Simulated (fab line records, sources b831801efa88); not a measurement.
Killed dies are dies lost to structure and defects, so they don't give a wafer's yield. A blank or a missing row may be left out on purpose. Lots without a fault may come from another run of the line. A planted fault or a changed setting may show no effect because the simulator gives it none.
Which tool did it? | flow sky130 | 24 lots, 72 wafers sampled, at 3 steps of a route of 708

WHAT THE GAUGES READ, wafer by wafer
SKY_METAL1_RS_MEAS_05: measures by four-point-probe. Usual: METAL1_ALCU_RS 0.1263 ohm/sq, standard deviation 0.0014.
lot  | measured     | on            | METAL1_ALCU_RS (ohm/sq) | flag
L074 | day 31 05:23 | film_metro-01 | 0.1255 0.1257 0.1261    |
L075 | day 32 00:14 | film_metro-02 | 0.1266 0.1261 0.1271    |
L076 | day 32 11:46 | film_metro-02 | 0.1253 0.1272 0.1261    |
L077 | day 32 21:13 | film_metro-01 | 0.1271 0.1279 0.1283    |
L078 | day 33 01:02 | film_metro-02 | 0.1268 0.1261 0.1256    |
L079 | day 33 06:37 | film_metro-02 | 0.1255 0.1248 0.1242    |
L080 | day 33 14:44 | film_metro-04 | 0.1243 0.1253 0.1251    |
L081 | day 33 23:41 | film_metro-04 | 0.1268 0.1274 0.1275    |
L082 | day 34 05:02 | film_metro-02 | 0.1274 0.1258 0.1261    |
L083 | day 34 13:20 | film_metro-01 | 0.1261 0.1250 0.1252    |
L084 | day 35 07:16 | film_metro-01 | 0.1261 0.1253 0.1259    |
L085 | day 35 07:34 | film_metro-04 | 0.1260 0.1265 0.1257    |
L086 | day 35 17:01 | film_metro-02 | 0.1284 0.1284 0.1295    |
L087 | day 35 23:36 | film_metro-04 | 0.1277 0.1280 0.1272    |
L088 | day 36 08:18 | film_metro-02 | 0.1278 0.1264 0.1275    |
L089 | day 36 18:47 | film_metro-01 | 0.1280 0.1298 0.1278    |
L090 | day 36 22:55 | film_metro-04 | 0.1254 0.1256 0.1256    |
L091 | day 37 07:59 | film_metro-01 | 0.1236 0.1246 0.1236    |
L092 | day 37 17:24 | film_metro-02 | 0.1252 0.1247 0.1239    |
L093 | day 37 18:48 | film_metro-02 | 0.1267 0.1275 0.1277    |
L094 | day 38 03:55 | film_metro-04 | 0.1254 0.1255 0.1253    |
L095 | day 38 09:58 | film_metro-02 | 0.1251 0.1239 0.1240    |
L096 | day 38 14:59 | film_metro-01 | 0.1286 0.1286 0.1270    |
L097 | day 39 10:43 | film_metro-01 | 0.1271 0.1268 0.1268    |

SKY_VIA1_CD_MEAS_12: target cd 150 nm. Usual: cd_nm 149.6 nm, standard deviation 1.5.
lot  | measured     | on        | cd_nm (nm)        | flag
L074 | day 33 14:16 | cd_sem-01 | 147.6 147.4 149.6 |
L075 | day 34 07:32 | cd_sem-01 | 149.3 151.3 150.0 |
L076 | day 34 20:17 | cd_sem-02 | 150.5 149.7 149.5 |
L077 | day 35 04:41 | cd_sem-02 | 151.1 149.7 149.2 |
L078 | day 35 08:35 | cd_sem-02 | 152.2 150.8 150.3 |
L079 | day 35 14:08 | cd_sem-01 | 148.5 150.3 149.3 |
L080 | day 35 20:29 | cd_sem-01 | 149.7 149.5 149.4 |
L081 | day 36 05:23 | cd_sem-02 | 148.3 149.3 148.2 |
L082 | day 36 12:02 | cd_sem-01 | 150.7 148.3 147.5 |
L083 | day 36 19:16 | cd_sem-01 | 152.9 153.4 151.1 |
L084 | day 37 13:16 | cd_sem-02 | 150.0 148.3 149.8 |
L085 | day 37 13:46 | cd_sem-02 | 150.2 147.6 149.2 |
L086 | day 37 22:01 | cd_sem-01 | 149.5 149.2 148.8 |
L087 | day 38 05:05 | cd_sem-01 | 148.1 149.5 149.6 |
L088 | day 38 13:16 | cd_sem-01 | 150.2 150.8 152.0 |
L089 | day 39 01:04 | cd_sem-02 | 149.9 150.2 148.7 |
L090 | day 39 03:55 | cd_sem-02 | 146.7 147.3 145.6 |
L091 | day 39 12:10 | cd_sem-02 | 148.5 147.4 150.3 |
L092 | day 39 20:22 | cd_sem-01 | 149.2 149.7 147.9 |
L093 | day 39 22:29 | cd_sem-02 | 151.0 150.2 152.4 |
L094 | day 40 07:46 | cd_sem-02 | 151.3 150.3 150.7 |
L095 | day 40 12:35 | cd_sem-02 | 150.8 148.9 150.3 |
L096 | day 40 16:14 | cd_sem-02 | 146.9 147.1 147.6 |
L097 | day 41 13:52 | cd_sem-02 | 148.7 148.2 148.4 |

WHICH TOOL RAN EACH LOT (tool, then ch and the chambers of the sampled wafers, then the start)
lot  | SKY_METAL1_SPUTTER_00
L074 | pvd_sputter-01, day 31 05:14
L075 | pvd_sputter-01, day 32 00:07
L076 | pvd_sputter-01, day 32 11:37
L077 | pvd_sputter-03, day 32 21:04
L078 | pvd_sputter-01, day 33 00:53
L079 | pvd_sputter-03, day 33 06:26
L080 | pvd_sputter-03, day 33 14:34
L081 | pvd_sputter-02, day 33 23:32
L082 | pvd_sputter-03, day 34 04:52
L083 | pvd_sputter-02, day 34 13:10
L084 | pvd_sputter-01, day 35 07:07
L085 | pvd_sputter-02, day 35 07:25
L086 | pvd_sputter-03, day 35 16:52
L087 | pvd_sputter-02, day 35 23:28
L088 | pvd_sputter-01, day 36 08:10
L089 | pvd_sputter-01, day 36 18:38
L090 | pvd_sputter-02, day 36 22:46
L091 | pvd_sputter-02, day 37 07:48
L092 | pvd_sputter-03, day 37 17:16
L093 | pvd_sputter-02, day 37 18:38
L094 | pvd_sputter-01, day 38 03:46
L095 | pvd_sputter-01, day 38 09:49
L096 | pvd_sputter-01, day 38 14:49
L097 | pvd_sputter-01, day 39 10:32
- SKY_METAL1_SPUTTER_00: material Ti, target thk 15 nm, time 10 s.

WHAT THE TOOLS THEMSELVES READ (means of the sampled wafers that have a number; where no wafer has one, the mark that the record gives instead)
SKY_METAL1_SPUTTER_00. Usual: throttle_valve_pct 29.4 %, standard deviation 1.2.
lot  | tool           | throttle_valve_pct (%) | flag
L074 | pvd_sputter-01 | 29.8                   |
L075 | pvd_sputter-01 | 29.7                   |
L076 | pvd_sputter-01 | 29.9                   |
L077 | pvd_sputter-03 | 29.4                   |
L078 | pvd_sputter-01 | 29.7                   |
L079 | pvd_sputter-03 | 28.9                   |
L080 | pvd_sputter-03 | 29.6                   |
L081 | pvd_sputter-02 | 29.3                   |
L082 | pvd_sputter-03 | 29.0                   |
L083 | pvd_sputter-02 | 28.3                   |
L084 | pvd_sputter-01 | 29.8                   |
L085 | pvd_sputter-02 | 28.4                   |
L086 | pvd_sputter-03 | 28.6                   |
L087 | pvd_sputter-02 | 28.8                   |
L088 | pvd_sputter-01 | 30.1                   |
L089 | pvd_sputter-01 | 29.6                   |
L090 | pvd_sputter-02 | 27.9                   |
L091 | pvd_sputter-02 | 28.8                   |
L092 | pvd_sputter-03 | 29.1                   |
L093 | pvd_sputter-02 | 30.0                   |
L094 | pvd_sputter-01 | 30.0                   |
L095 | pvd_sputter-01 | 29.5                   |
L096 | pvd_sputter-01 | 29.6                   |
L097 | pvd_sputter-01 | 29.6                   |

THE ANSWER, worked out from the rows above alone
Rule: a lot is off if the mean of its wafers that have a number lies more than 3 standard deviations from the usual mean. A lot without any number at a reading at which 4 lots or more have one is off too. The other lots that the step has rows for count as sound. The gauges are gone through in route order, then the tools' own readings, and for those a lot's mean is taken as printed above. The first step at which some lot is off is used, and at that step the reading that is off furthest; a lot without a number counts as furthest.
No lot is off at any reading shown: from this, nothing can be told.

WHAT THE SIMULATOR HAD PUT IN
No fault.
